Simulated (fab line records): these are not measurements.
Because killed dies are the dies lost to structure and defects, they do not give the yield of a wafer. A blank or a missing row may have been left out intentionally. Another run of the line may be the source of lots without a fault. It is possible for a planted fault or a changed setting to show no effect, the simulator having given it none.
Check for tools in common + flow sky130 + Sample size 11 lots and 33 wafers

## THE REASON FOR OPENING IT
3 of 11 lots carry a flag on the reading VIA4_HDPCVD_THK at SKY_VIA4_THK_MEAS_01. Wafers without a fault read 1751 nm, standard deviation 16.
Rule: a lot gets a flag if all its wafers with a number sit over 4 standard deviations from that mean, or if no wafer of it has a number. The rest of the lots are taken to be sound.

| lot  | measured     | on           | VIA4_HDPCVD_THK (nm), wafer by wafer | flag    |
|------|--------------|--------------|--------------------------------------|---------|
| L176 | day 41 15:28 | filmMetro-02 | 1738 1733 1757                       |         |
| L178 | day 42 02:44 | filmMetro-03 | 1757 1782 1769                       |         |
| L181 | day 43 20:58 | filmMetro-01 | 1753 1748 1760                       |         |
| L185 | day 44 07:04 | filmMetro-02 | 1744 1754 1737                       |         |
| L186 | day 44 11:41 | filmMetro-01 | 1757 1766 1767                       |         |
| L189 | day 45 12:29 | filmMetro-02 | 1768 1732 1745                       |         |
| L191 | day 45 21:33 | filmMetro-03 | 2593 2641 2601                       | FLAGGED |
| L192 | day 46 02:58 | filmMetro-02 | 1746 1761 1763                       |         |
| L193 | day 46 09:31 | filmMetro-02 | 2644 2643 2628                       | FLAGGED |
| L194 | day 46 14:20 | filmMetro-03 | 2597 2606 2591                       | FLAGGED |
| L197 | day 47 17:35 | filmMetro-01 | 1747 1738 1745                       |         |
On average the flagged lots' numbers are 2616 nm, which is +865 nm against the usual, or +54 standard deviations.

## WHICH TOOL EACH LOT WENT THROUGH
The record holds 4 process steps before the reading, out of a route of 708 steps. Each cell gives the tool, then ch followed by the chambers the sampled wafers passed through, then the start.
| lot  | flag    | SKY_METAL4_SPUTTER_02       | SKY_CAP2M_CVD_00                | SKY_CAP2M_STRIP_14                  | SKY_VIA4_HDPCVD_00               |
|------|---------|-----------------------------|---------------------------------|-------------------------------------|----------------------------------|
| L176 |         | pvdSputter-02, day 39 14:08 | pecvd-01 ch 0,2, day 39 14:14   | plasmaAsher-03 ch 1, day 40 14:31   | hdpcvd-01 ch 0,1, day 41 15:17   |
| L178 |         | pvdSputter-04, day 40 00:17 | pecvd-02 ch 0,1,2, day 40 00:24 | plasmaAsher-01 ch 0,1, day 41 00:53 | hdpcvd-01 ch 0,1,2, day 42 02:33 |
| L181 |         | pvdSputter-04, day 41 21:48 | pecvd-04 ch 0,1,2, day 41 21:55 | plasmaAsher-01 ch 0,1, day 42 20:49 | hdpcvd-02 ch 0,1, day 43 20:46   |
| L185 |         | pvdSputter-02, day 42 07:45 | pecvd-01 ch 1,2, day 42 07:52   | plasmaAsher-04 ch 0,1, day 43 07:01 | hdpcvd-01 ch 0,1,2, day 44 06:53 |
| L186 |         | pvdSputter-04, day 42 11:43 | pecvd-02 ch 0,2, day 42 11:50   | plasmaAsher-01 ch 0,1, day 43 11:07 | hdpcvd-01 ch 0,1, day 44 11:30   |
| L189 |         | pvdSputter-01, day 43 14:22 | pecvd-04 ch 0,2, day 43 14:28   | plasmaAsher-03 ch 0,1, day 44 13:01 | hdpcvd-01 ch 0,2, day 45 12:18   |
| L191 | FLAGGED | pvdSputter-01, day 44 00:07 | pecvd-01 ch 0,1, day 44 00:13   | plasmaAsher-04 ch 0,1, day 44 22:01 | hdpcvd-01 ch 0,2, day 45 21:22   |
| L192 |         | pvdSputter-01, day 44 06:11 | pecvd-04 ch 1,2, day 44 06:17   | plasmaAsher-04 ch 0,1, day 45 03:52 | hdpcvd-02 ch 1,2, day 46 02:47   |
| L193 | FLAGGED | pvdSputter-01, day 44 12:44 | pecvd-01 ch 0,1,2, day 44 12:50 | plasmaAsher-04 ch 0, day 45 10:31   | hdpcvd-01 ch 0,1, day 46 09:20   |
| L194 | FLAGGED | pvdSputter-02, day 44 19:15 | pecvd-02 ch 0,2, day 44 19:22   | plasmaAsher-01 ch 0,1, day 45 16:39 | hdpcvd-01 ch 0,1,2, day 46 14:13 |
| L197 |         | pvdSputter-02, day 45 23:40 | pecvd-02 ch 0,2, day 45 23:47   | plasmaAsher-03 ch 0,1, day 46 19:52 | hdpcvd-02 ch 0,2, day 47 17:23   |
These steps, and what they do:
- SKY_METAL4_SPUTTER_02: material AlCu, target thk 735 nm, time 39.1 s.
- SKY_CAP2M_CVD_00: deposits SiO2, target thk 15.5 nm.
- SKY_CAP2M_STRIP_14: strips in O2/N2.
- SKY_VIA4_HDPCVD_00: deposits SiO2, target thk 1750 nm, time 291.7 s.
- SKY_VIA4_THK_MEAS_01

## FLAGGED OVER TOTAL, TOOL BY TOOL (the gauges that took the reading come last)
| step                  | tool           | lots run | flagged | share of the flagged lots | sound lots run after its first flagged lot |
|-----------------------|----------------|----------|---------|---------------------------|--------------------------------------------|
| SKY_METAL4_SPUTTER_02 | pvdSputter-01  | 4        | 2       | some                      | 1 (L192)                                   |
| SKY_METAL4_SPUTTER_02 | pvdSputter-02  | 4        | 1       | some                      | 1 (L197)                                   |
| SKY_METAL4_SPUTTER_02 | pvdSputter-04  | 3        | 0       | none                      | -                                          |
| SKY_CAP2M_CVD_00      | pecvd-01       | 4        | 2       | some                      | 0                                          |
| SKY_CAP2M_CVD_00      | pecvd-02       | 4        | 1       | some                      | 1 (L197)                                   |
| SKY_CAP2M_CVD_00      | pecvd-04       | 3        | 0       | none                      | -                                          |
| SKY_CAP2M_STRIP_14    | plasmaAsher-01 | 4        | 1       | some                      | 0                                          |
| SKY_CAP2M_STRIP_14    | plasmaAsher-03 | 3        | 0       | none                      | -                                          |
| SKY_CAP2M_STRIP_14    | plasmaAsher-04 | 4        | 2       | some                      | 1 (L192)                                   |
| SKY_VIA4_HDPCVD_00    | hdpcvd-01      | 8        | 3       | all                       | 0                                          |
| SKY_VIA4_HDPCVD_00    | hdpcvd-02      | 3        | 0       | none                      | -                                          |
| SKY_VIA4_THK_MEAS_01  | filmMetro-01   | 3        | 0       | none                      | -                                          |
| SKY_VIA4_THK_MEAS_01  | filmMetro-02   | 5        | 1       | some                      | 0                                          |
| SKY_VIA4_THK_MEAS_01  | filmMetro-03   | 3        | 2       | some                      | 0                                          |

## WHAT IS ALLOWED BY THE TABLE
In the table, 1 row covers all flagged lots: hdpcvd-01 at SKY_VIA4_HDPCVD_00.
- hdpcvd-01 at SKY_VIA4_HDPCVD_00: 3 of its 8 lots flagged. Its last sound lot is L189 (day 45 12:18), its first flagged lot L191 (day 45 21:22): a fault that began between those two fits. Its own readings lie more than 4 standard deviations out on every wafer of the flagged lots: sih4FlowSccm.
hdpcvd-01 at SKY_VIA4_HDPCVD_00 is the single tool remaining.

## WHAT WAS PUT IN BY THE SIMULATOR
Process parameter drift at SKY_VIA4_HDPCVD_00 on hdpcvd-01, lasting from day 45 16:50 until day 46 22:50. Setting sih4FlowSccm, moved by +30, from 60. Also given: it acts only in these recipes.
Shown lots that were struck: L191, L193, L194. The rule above found the same.
